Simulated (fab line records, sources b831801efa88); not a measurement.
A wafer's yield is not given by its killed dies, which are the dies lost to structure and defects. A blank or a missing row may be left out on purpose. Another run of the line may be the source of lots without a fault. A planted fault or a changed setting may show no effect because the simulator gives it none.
What tool caused it? ; flow gf180mcu ; 24 lots with 72 wafers sampled at 6 steps, on a route of 602 steps

WHAT EACH GAUGE READ, for each wafer
GF_HV_LDD_TW_MEAS_23. Usual: HV_LDD_2_TW 1055, standard deviation 11.
lot;measured;on;HV_LDD_2_TW;flag
L074;day 10 17:56;film-metro-03;1043 1042 1046;
L075;day 11 05:30;film-metro-04;1047 1048 1045;
L076;day 11 14:05;film-metro-04;1039 1042 1047;
L077;day 11 22:01;film-metro-03;1043 1042 1038;
L078;day 12 03:53;film-metro-04;1048 1042 1047;
L079;day 12 13:49;film-metro-01;1065 1054 1064;
L080;day 12 17:33;film-metro-01;1061 1061 1062;
L081;day 13 01:34;film-metro-01;1071 1071 1069;
L082;day 13 06:46;film-metro-04;1050 1048 1046;
L083;day 13 17:26;film-metro-01;1072 1069 1073;
L084;day 14 00:25;film-metro-01;1065 1070 1069;
L085;day 14 06:02;film-metro-04;1054 1049 1053;
L086;day 14 16:37;film-metro-03;1044 1044 1039;
L087;day 14 21:31;film-metro-03;1037 1033 1042;
L088;day 15 05:37;film-metro-01;1069 1061 1069;
L089;day 15 15:46;film-metro-01;1070 1067 1069;
L090;day 15 22:03;film-metro-03;1044 1040 1042;
L091;day 16 04:12;film-metro-03;1049 1043 1042;
L092;day 16 11:10;film-metro-03;1045 1046 1052;
L093;day 17 00:52;film-metro-01;1065 1060 1064;
L094;day 17 04:29;film-metro-04;1052 1054 1055;
L095;day 17 09:16;film-metro-01;1067 1061 1066;
L096;day 17 21:55;film-metro-01;1068 1066 1067;
L097;day 18 04:22;film-metro-01;1068 1063 1062;

GF_M1_CD_MEAS_14: the cd target is 230 nm. Usual: 230.0 nm for cd-nm, sd 1.2.
lot;measured;on;cd-nm (nm);flag
L074;day 17 01:23;cd-sem-02;230.9 231.4 229.7;
L075;day 17 15:33;cd-sem-02;229.9 230.5 229.5;
L076;day 18 01:41;cd-sem-01;228.3 227.3 228.8;
L077;day 18 12:04;cd-sem-02;229.6 229.8 229.9;
L078;day 18 18:26;cd-sem-01;230.0 231.8 231.8;
L079;day 19 08:31;cd-sem-01;228.9 229.8 229.3;
L080;day 19 12:27;cd-sem-01;229.2 228.3 229.2;
L081;day 19 21:17;cd-sem-01;229.9 229.1 229.1;
L082;day 20 03:31;cd-sem-01;229.2 228.2 228.7;
L083;day 20 15:38;cd-sem-02;229.5 229.6 229.4;
L084;day 20 23:46;cd-sem-01;229.8 230.5 229.7;
L085;day 21 18:43;cd-sem-02;230.7 231.2 230.6;
L086;day 21 19:22;cd-sem-01;230.2 229.5 230.6;
L087;day 22 00:34;cd-sem-02;230.4 229.1 230.3;
L088;day 22 11:08;cd-sem-02;229.8 229.3 228.7;
L089;day 22 20:41;cd-sem-01;233.2 232.4 231.2;
L090;day 23 00:07;cd-sem-02;231.8 230.9 231.3;
L091;day 23 10:50;cd-sem-02;230.6 229.3 229.7;
L092;day 23 15:19;cd-sem-02;231.0 229.7 229.8;
L093;day 24 06:27;cd-sem-01;231.9 229.9 229.7;
L094;day 24 09:32;cd-sem-01;229.2 230.5 231.0;
L095;day 24 15:13;cd-sem-01;228.3 231.3 228.9;
L096;day 25 01:31;cd-sem-01;227.9 229.3 228.6;
L097;day 25 07:34;cd-sem-01;228.3 228.6 228.0;

EACH LOT AND THE TOOL THAT RAN IT (in order: tool; ch and the chambers of the sampled wafers; start)
lot;GF_NWELL_STRIP_10;GF_MVSD_STRIP_10;GF_M1_SPUTTER_03;GF_M1_SPUTTER_04
L074;plasma-asher-03 ch 0,1, day 3 08:55;plasma-asher-03 ch 0,1, day 4 11:28;pvd-sputter-03, day 16 03:13;pvd-sputter-03, day 16 03:14
L075;plasma-asher-04 ch 0,1, day 3 14:45;plasma-asher-01 ch 1, day 4 18:28;pvd-sputter-02, day 16 17:13;pvd-sputter-02, day 16 17:14
L076;plasma-asher-01 ch 0,1, day 3 20:46;plasma-asher-02 ch 0,1, day 5 00:10;pvd-sputter-03, day 17 02:51;pvd-sputter-03, day 17 02:52
L077;plasma-asher-03 ch 0,1, day 4 01:17;plasma-asher-02 ch 0,1, day 5 05:13;pvd-sputter-02, day 17 12:54;pvd-sputter-02, day 17 12:55
L078;plasma-asher-03 ch 0,1, day 4 06:13;plasma-asher-01 ch 0,1, day 5 11:07;pvd-sputter-02, day 17 18:18;pvd-sputter-02, day 17 18:19
L079;plasma-asher-03 ch 0,1, day 4 14:00;plasma-asher-03 ch 1, day 5 19:01;pvd-sputter-02, day 18 07:47;pvd-sputter-02, day 18 07:48
L080;plasma-asher-01 ch 0,1, day 4 18:00;plasma-asher-02 ch 0,1, day 5 23:15;pvd-sputter-03, day 18 12:10;pvd-sputter-03, day 18 12:11
L081;plasma-asher-01 ch 0,1, day 4 21:28;plasma-asher-03 ch 0, day 6 03:06;pvd-sputter-02, day 18 20:38;pvd-sputter-02, day 18 20:40
L082;plasma-asher-01 ch 0, day 5 02:33;plasma-asher-01 ch 0,1, day 6 08:46;pvd-sputter-04, day 19 03:14;pvd-sputter-04, day 19 03:15
L083;plasma-asher-04 ch 0,1, day 5 10:25;plasma-asher-03 ch 0,1, day 6 17:13;pvd-sputter-04, day 19 15:46;pvd-sputter-04, day 19 15:47
L084;plasma-asher-03 ch 0,1, day 5 14:04;plasma-asher-03 ch 0,1, day 6 20:28;pvd-sputter-04, day 19 23:06;pvd-sputter-04, day 19 23:07
L085;plasma-asher-01 ch 0,1, day 5 17:52;plasma-asher-02 ch 0,1, day 7 01:19;pvd-sputter-04, day 20 07:23;pvd-sputter-04, day 20 07:25
L086;plasma-asher-01 ch 0,1, day 6 02:46;plasma-asher-01 ch 0,1, day 7 10:34;pvd-sputter-03, day 20 19:05;pvd-sputter-03, day 20 19:06
L087;plasma-asher-01 ch 0,1, day 6 08:07;plasma-asher-03 ch 0,1, day 7 15:58;pvd-sputter-02, day 21 00:53;pvd-sputter-02, day 21 00:54
L088;plasma-asher-03 ch 0,1, day 6 12:04;plasma-asher-01 ch 0,1, day 7 20:39;pvd-sputter-04, day 21 11:21;pvd-sputter-04, day 21 11:22
L089;plasma-asher-03 ch 0,1, day 6 18:13;plasma-asher-01 ch 0,1, day 8 03:07;pvd-sputter-02, day 21 21:20;pvd-sputter-02, day 21 21:22
L090;plasma-asher-03 ch 0,1, day 7 01:07;plasma-asher-02 ch 0,1, day 8 09:41;pvd-sputter-02, day 22 01:20;pvd-sputter-02, day 22 01:22
L091;plasma-asher-03 ch 0,1, day 7 04:16;plasma-asher-02 ch 0,1, day 8 13:34;pvd-sputter-04, day 22 11:59;pvd-sputter-04, day 22 12:00
L092;plasma-asher-03 ch 0,1, day 7 10:12;plasma-asher-01 ch 0,1, day 8 19:46;pvd-sputter-04, day 22 16:20;pvd-sputter-04, day 22 16:21
L093;plasma-asher-04 ch 0,1, day 7 19:08;plasma-asher-03 ch 0,1, day 9 05:50;pvd-sputter-03, day 23 08:05;pvd-sputter-03, day 23 08:06
L094;plasma-asher-01 ch 0,1, day 7 21:54;plasma-asher-01 ch 0,1, day 9 07:55;pvd-sputter-03, day 23 11:29;pvd-sputter-03, day 23 11:30
L095;plasma-asher-01 ch 0,1, day 8 02:26;plasma-asher-01 ch 0,1, day 9 12:05;pvd-sputter-04, day 23 17:20;pvd-sputter-04, day 23 17:21
L096;plasma-asher-04 ch 0,1, day 8 08:06;plasma-asher-02 ch 0,1, day 9 18:46;pvd-sputter-02, day 24 04:01;pvd-sputter-02, day 24 04:02
L097;plasma-asher-01 ch 0,1, day 8 13:57;plasma-asher-01 ch 0,1, day 10 00:39;pvd-sputter-02, day 24 09:49;pvd-sputter-02, day 24 09:50
- GF_NWELL_STRIP_10: strips in O2/N2.
- GF_MVSD_STRIP_10: strips in O2/N2.
- GF_M1_SPUTTER_03: material Ti, target thk 10 nm, time 6.7 s.
- GF_M1_SPUTTER_04: material TiN, target thk 50 nm, time 41.7 s.

WHAT THE TOOLS THEMSELVES READ (means of the sampled wafers that have a number; where no wafer has one, the mark that the record gives instead)
GF_NWELL_STRIP_10. Usual: drypump-motor-current-A 5.8 A, standard deviation 0.5; heater-power-w 327 W, standard deviation 24; oes-product-au 0.722 a.u., standard deviation 0.0043; strip-time-to-endpoint-s 36.92 s, standard deviation 0.14.
lot;tool;drypump-motor-current-A (A);heater-power-w (W);oes-product-au (a.u.);strip-time-to-endpoint-s (s);flag
L074;plasma-asher-03;5.9;309;0.719;36.74;
L075;plasma-asher-04;5.5;374;0.722;36.97;
L076;plasma-asher-01;5.6;328;0.720;36.95;
L077;plasma-asher-03;6.2;301;0.724;36.98;
L078;plasma-asher-03;6.0;307;0.722;37.12;
L079;plasma-asher-03;6.2;307;0.722;37.02;
L080;plasma-asher-01;5.9;328;0.722;36.85;
L081;plasma-asher-01;5.9;329;0.719;36.63;
L082;plasma-asher-01;5.1;339;0.726;36.89;
L083;plasma-asher-04;5.5;373;0.723;36.72;
L084;plasma-asher-03;6.2;301;0.720;36.91;
L085;plasma-asher-01;5.5;331;0.723;37.06;
L086;plasma-asher-01;5.6;333;0.719;37.03;
L087;plasma-asher-01;5.9;327;0.726;36.76;
L088;plasma-asher-03;5.9;310;0.722;37.06;
L089;plasma-asher-03;6.2;308;0.725;37.11;
L090;plasma-asher-03;5.9;305;0.724;37.03;
L091;plasma-asher-03;6.2;307;0.722;37.07;
L092;plasma-asher-03;6.2;302;0.719;36.87;
L093;plasma-asher-04;5.5;373;0.724;36.79;
L094;plasma-asher-01;5.9;328;0.724;36.94;
L095;plasma-asher-01;5.9;321;0.720;36.98;
L096;plasma-asher-04;5.5;368;0.724;36.76;
L097;plasma-asher-01;5.5;335;0.724;36.94;

GF_MVSD_STRIP_10. Usual: drypump-motor-current-A 5.9 A, standard deviation 0.45; heater-power-w 339 W, standard deviation 31; oes-product-au 0.722 a.u., standard deviation 0.0043; strip-time-to-endpoint-s 36.92 s, standard deviation 0.11.
lot;tool;drypump-motor-current-A (A);heater-power-w (W);oes-product-au (a.u.);strip-time-to-endpoint-s (s);flag
L074;plasma-asher-03;6.2;303;0.724;36.86;
L075;plasma-asher-01;6.3;316;0.725;37.01;
L076;plasma-asher-02;5.8;368;0.720;36.90;
L077;plasma-asher-02;5.8;379;0.723;36.83;
L078;plasma-asher-01;5.9;330;0.724;36.84;
L079;plasma-asher-03;6.5;301;0.726;36.94;
L080;plasma-asher-02;5.8;386;0.723;37.04;
L081;plasma-asher-03;5.6;311;0.725;36.91;
L082;plasma-asher-01;5.6;334;0.725;36.78;
L083;plasma-asher-03;6.2;306;0.720;36.96;
L084;plasma-asher-03;6.2;313;0.721;36.97;
L085;plasma-asher-02;5.8;389;0.725;37.14;
L086;plasma-asher-01;5.6;335;0.725;37.00;
L087;plasma-asher-03;6.0;304;0.722;37.04;
L088;plasma-asher-01;5.5;336;0.721;36.87;
L089;plasma-asher-01;5.9;326;0.722;37.05;
L090;plasma-asher-02;5.8;383;0.721;36.88;
L091;plasma-asher-02;5.8;392;0.725;36.97;
L092;plasma-asher-01;5.6;332;0.722;36.78;
L093;plasma-asher-03;5.9;314;0.721;36.92;
L094;plasma-asher-01;5.9;330;0.724;36.88;
L095;plasma-asher-01;5.9;327;0.721;36.96;
L096;plasma-asher-02;5.8;388;0.722;36.73;
L097;plasma-asher-01;5.6;337;0.720;36.82;

GF_M1_SPUTTER_03. Usual: chamber-pressure-pa 0.3000 Pa, standard deviation 0.00063; throttle-valve-pct 29.9 %, standard deviation 0.89.
lot;tool;chamber-pressure-pa (Pa);throttle-valve-pct (%);flag
L074;pvd-sputter-03;0.3004;30.4;
L075;pvd-sputter-02;0.3001;29.8;
L076;pvd-sputter-03;0.2997;30.0;
L077;pvd-sputter-02;0.2999;30.5;
L078;pvd-sputter-02;0.3001;29.9;
L079;pvd-sputter-02;0.2999;29.4;
L080;pvd-sputter-03;0.2999;29.8;
L081;pvd-sputter-02;0.3003;29.8;
L082;pvd-sputter-04;0.3004;29.7;
L083;pvd-sputter-04;0.3001;30.9;
L084;pvd-sputter-04;0.2996;29.0;
L085;pvd-sputter-04;0.2996;30.0;
L086;pvd-sputter-03;0.3001;30.0;
L087;pvd-sputter-02;0.3003;29.7;
L088;pvd-sputter-04;0.3006;30.5;
L089;pvd-sputter-02;0.2996;30.3;
L090;pvd-sputter-02;0.2996;30.2;
L091;pvd-sputter-04;0.3001;30.6;
L092;pvd-sputter-04;0.2999;30.5;
L093;pvd-sputter-03;0.3002;29.2;
L094;pvd-sputter-03;0.3002;30.0;
L095;pvd-sputter-04;0.2992;29.3;
L096;pvd-sputter-02;0.3000;29.7;
L097;pvd-sputter-02;0.2996;29.9;

GF_M1_SPUTTER_04. Usual: chamber-pressure-pa 0.4000 Pa, standard deviation 0.00089; throttle-valve-pct 29.9 %, standard deviation 0.9.
lot;tool;chamber-pressure-pa (Pa);throttle-valve-pct (%);flag
L074;pvd-sputter-03;0.3994;30.5;
L075;pvd-sputter-02;0.3996;29.8;
L076;pvd-sputter-03;0.3999;30.1;
L077;pvd-sputter-02;0.3997;30.4;
L078;pvd-sputter-02;0.4007;29.7;
L079;pvd-sputter-02;0.3998;29.2;
L080;pvd-sputter-03;0.4007;29.8;
L081;pvd-sputter-02;0.4006;29.7;
L082;pvd-sputter-04;0.3997;29.7;
L083;pvd-sputter-04;0.4015;30.9;
L084;pvd-sputter-04;0.3999;28.9;
L085;pvd-sputter-04;0.4002;30.0;
L086;pvd-sputter-03;0.4008;29.9;
L087;pvd-sputter-02;0.3992;29.8;
L088;pvd-sputter-04;0.3995;30.5;
L089;pvd-sputter-02;0.3994;30.1;
L090;pvd-sputter-02;0.3998;30.0;
L091;pvd-sputter-04;0.3998;30.4;
L092;pvd-sputter-04;0.4000;30.3;
L093;pvd-sputter-03;0.4007;29.3;
L094;pvd-sputter-03;0.3998;30.3;
L095;pvd-sputter-04;0.3993;29.2;
L096;pvd-sputter-02;0.4000;29.8;
L097;pvd-sputter-02;0.3997;30.1;

THE ANSWER, worked out from the rows above alone
Rule: take the mean of a lot's wafers that have a number; if it is more than 3 standard deviations from the usual mean, the lot is off. A lot without any number at a reading at which 4 lots or more have one is off too. All remaining lots with rows at the step are treated as sound. After the gauges, taken in route order, come the tools' own readings; for these a lot's mean is taken, as printed above. The first step at which some lot is off is used, and at that step the reading that is off furthest; a lot without a number counts as furthest.
No lot is off on any of the readings shown, so nothing can be concluded from this.

WHAT THE SIMULATOR HAD INSERTED
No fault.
